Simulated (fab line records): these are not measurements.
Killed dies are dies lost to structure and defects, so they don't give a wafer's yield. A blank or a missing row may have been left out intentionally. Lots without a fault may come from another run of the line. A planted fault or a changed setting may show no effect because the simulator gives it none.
A lot that was struck, set against a sound lot    flow sky130    16 out of 708 route steps
Sound: these wafers, L200.2, L200.3, L200.6. Struck: wafer L201.2. (L201.1, L201.3 of the same lot were not struck and are left out.) The cause comes at the end.
At each step with rows: each side's tool, then ch and its chambers, then its first start. Under that, the readings that differ: sound wafers    struck wafers    difference of the means    sigmas: that difference in standard deviations of wafers without a fault.
alike: a reading whose means differ by less than 2 such deviations, as well as words and numbers matching on both sides. not compared: withheld readings; readings where some wafer has no value; bounds like >300 that might hide an equal value; numbers whose values overlap and for which the record gives no deviation.
The two part at a step that has a row with sigmas, a row that says differs or no value, or rows on one side only. Non-overlapping numbers with no deviation appear without sigmas and do not part them. Lack of a reading on every wafer of one side parts them only where that side has two or more wafers.

first, 2 steps without rows for these wafers: SKY_METAL3_PEB_11; SKY_METAL3_DEVELOP_12 (develop time 60 s).
SKY_METAL3_CD_MEAS_13: target cd 300 nm.
  struck on cd-sem-01, day 40 12:32; sound on cd-sem-01, day 40 11:51
  alike: cd-nm
SKY_METAL3_OVL_MEAS_14:
  struck on overlay-01, day 40 12:39; sound on overlay-01, day 40 11:58
  alike: METAL3_OVL
SKY_METAL3_DESCUM_15: chemistry O2, time 8 s.
  sound on rie-metal-04 ch 0, day 40 11:59; struck on rie-metal-04 ch 1, day 40 12:41
  alike: chamber-pressure-mTorr, drypump-motor-current-A, oes-product-au
  not compared: rf-hours-counter-h
SKY_METAL3_ETCH_16: etches BARC in N2/H2, stops on SiO2, time 88.2 s, target depth 60 nm.
  sound on rie-metal-04 ch 0, day 40 12:01; struck on rie-metal-04 ch 1, day 40 12:43
  alike: chamber-pressure-mTorr, drypump-motor-current-A, oes-product-au, throttle-valve-pct
  not compared: rf-hours-counter-h
SKY_METAL3_ETCH_17: etches SiO2 in C4F8/O2/Ar, stops on TiN, time 3.9 s, target depth 15 nm.
  sound on rie-diel-04 ch 0,1,2, day 40 12:07; struck on rie-diel-01 ch 0, day 40 12:49
reading                         sound              struck  difference  sigmas
chamber-pressure-mTorr (mTorr)  40.08 40.01 40.00  39.95   -0.08       -2
  alike: oes-product-au
  not compared: rf-hours-counter-h
SKY_METAL3_METAL_ETCH_18: etches the open film in Cl2/BCl3, stops on SiO2, target depth 845 nm, time 183.1 s.
  sound on rie-metal-03 ch 0, day 40 12:08; struck on rie-metal-03 ch 0, day 40 12:50
reading                sound              struck  difference  sigmas
oes-product-au (a.u.)  0.880 0.885 0.875  0.867   -0.013      -2
  alike: chamber-pressure-mTorr, drypump-motor-current-A, throttle-valve-pct
  not compared: rf-hours-counter-h
SKY_METAL3_STRIP_19: strips in O2/N2.
  sound on plasma-asher-04 ch 1, day 40 12:19; struck on plasma-asher-03 ch 0, day 40 13:01
  alike: chamber-pressure-mTorr, drypump-motor-current-A, o2-flow-sccm, oes-product-au, strip-time-to-endpoint-s
  not compared: rf-hours-counter-h
then, 3 steps without rows for these wafers: SKY_METAL3_STRIP_20 (strips in post etch residue remover, time 1200 s); SKY_METAL3_CLEAN_21 (cleans in IPA, time 180 s); SKY_METAL3_CLEAN_22 (cleans in O3/DIW).
SKY_VIA3_HDPCVD_00: deposits SiO2, target thk 1635 nm, time 262 s.
  sound on hdpcvd-02 ch 1,2, day 40 12:57; struck on hdpcvd-01 ch 1, day 40 13:43
reading                                   sound           struck  difference  sigmas
model.SiO2_of_VIA3_HDPCVD_00.thk-nm (nm)  1534 1522 1523  2107    +581        
SKY_VIA3_THK_MEAS_01:
  struck on film-metro-04, day 40 13:53; sound on film-metro-01, day 40 13:08
reading               sound           struck  difference  sigmas
VIA3_HDPCVD_THK (nm)  1533 1522 1523  2108    +582        +26
then, 1 step without rows for these wafers: SKY_VIA3_CMP_02 (polishes SiO2).
-- the record jumps here: 7 days lie between the struck wafers' starts before and after (it left off in module VIA3 and takes up again in module PAD_OPEN, whose first step shown is number 708 of the route) --
SKY_PAD_OPEN_PROBE_99:
  struck on prober-01, day 47 11:28; sound on prober-01, day 47 10:31
reading                   sound        struck  difference  sigmas
killed-at-contacts        34 21 29     14      -14         -3
killed-at-front-end       21 25 25     13      -11         -2
killed-short              47 45 41     28      -16         -3
sort_bin_3_pad_short (%)  1.0 1.0 1.2  0.2     -0.9        -2
  alike: defect-limited-yield, killed_at_M0_to_M3, killed_at_M4_up, killed-at-other, killed-dies, killed-on-rim, killed-open, sort_bin_5_function, sort_bin_6_memory, sort-n-pass, sort-yield-pct

== WHERE THEY PART ==
At SKY_METAL3_ETCH_17 first; at SKY_PAD_OPEN_PROBE_99 last (within this record only).

WHY: what the simulator had put in
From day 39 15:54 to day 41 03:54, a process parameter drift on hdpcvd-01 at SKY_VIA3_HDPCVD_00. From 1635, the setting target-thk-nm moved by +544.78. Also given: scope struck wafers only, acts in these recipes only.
